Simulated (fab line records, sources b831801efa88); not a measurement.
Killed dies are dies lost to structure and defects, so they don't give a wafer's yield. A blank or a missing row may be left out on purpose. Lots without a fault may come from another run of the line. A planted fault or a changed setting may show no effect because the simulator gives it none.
One fault seen from 2 desks | flow gf180mcu | each desk has only its own numbers; what lay behind them comes last

THE METROLOGY DESK
What the gauges read, lot by lot, whatever tool the lot ran on: means of the sampled wafers that have a number. A lot is out of limits, marked OUT, if its mean lies more than 4 standard deviations from the usual mean; the brackets give that distance.
Columns: A = VT_IMPLANT_2_TW at GF_VT_IMPLANT_TW_MEAS_21, usual 1209; B = cd_nm at GF_HV_LDD_CD_MEAS_46, usual 399.8 nm; C = NSD_TW at GF_NSD_TW_MEAS_12, usual 4219
lot  | first seen here | A    | B                | C
L634 | day 6 05:05     | 1222 | 400.8            | 4189
L636 | day 6 19:08     | 1219 | 402.2            | 4217
L637 | day 7 02:08     | 1199 | 404.9            | 4213
L638 | day 7 06:29     | 1202 | 402.3            | 4214
L639 | day 7 14:50     | 1218 | 400.5            | 4198
L640 | day 8 01:14     | 1209 | 398.9            | 4218
L641 | day 8 03:35     | 1211 | 397.3            | 4209
L645 | day 9 04:47     | 1214 | 395.6            | 4226
L646 | day 9 10:42     | 1212 | 403.4            | 4176
L649 | day 10 05:14    | 1208 | 416.5 (+7.3) OUT | 4174
L650 | day 10 11:17    | 1205 | 417.4 (+7.6) OUT | 4208
L655 | day 12 00:56    | 1211 | 399.9            | 4237
L656 | day 12 02:20    | 1206 | 400.3            | 4194
This desk's finding: out of limits on L649, L650; first on L649, day 17 08:50 (cd_nm at GF_HV_LDD_CD_MEAS_46). In limits: L634, L636, L637, L638, L639, L640, L641, L645, L646, L655, L656.

THE TOOL OWNER'S DESK: iline_stepper-01
The tool's own readings at GF_HV_LDD_EXPOSE_43 (exposes mask Pplus HV AREA, target cd 400 nm): means of the sampled wafers that have a number, for each lot that ran on this tool. A lot is out of limits, marked OUT, if its mean lies more than 4 standard deviations from the usual mean; the brackets give that distance.
Columns: A = exposure_dose_mJ_cm2 at GF_HV_LDD_EXPOSE_43, usual 140.00; B = focus_offset_nm at GF_HV_LDD_EXPOSE_43, usual 0.1 nm
lot  | first seen here | A                | B
L634 | day 11 23:16    | 140.09           | 0.1
L639 | day 13 15:15    | 140.00           | 0.5
L641 | day 14 07:03    | 139.80           | 0.3
L649 | day 16 21:56    | 149.17 (+76) OUT | -0.3
L650 | day 17 06:17    | 149.32 (+78) OUT | -0.1
This desk's finding: out of limits on L649, L650; first on L649, day 16 21:56 (exposure_dose_mJ_cm2 at GF_HV_LDD_EXPOSE_43). In limits: L634, L639, L641.

PUT TOGETHER
The tool owner's desk could have raised an alarm at day 16 21:56, on L649, L650.
The metrology desk could have raised an alarm at day 17 08:50, on L649, L650.
Of the lots named, all ran GF_HV_LDD_EXPOSE_43 on iline_stepper-01.

WHAT THE SIMULATOR HAD PUT IN
Process parameter drift: iline_stepper-01, from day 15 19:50 on, at GF_HV_LDD_EXPOSE_43. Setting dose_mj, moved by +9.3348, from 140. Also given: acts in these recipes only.
Lots struck among those shown: L649, L650.
Hours from the fault's start to each desk's first reading out of limits: the tool owner's desk, 26; the metrology desk, 37.
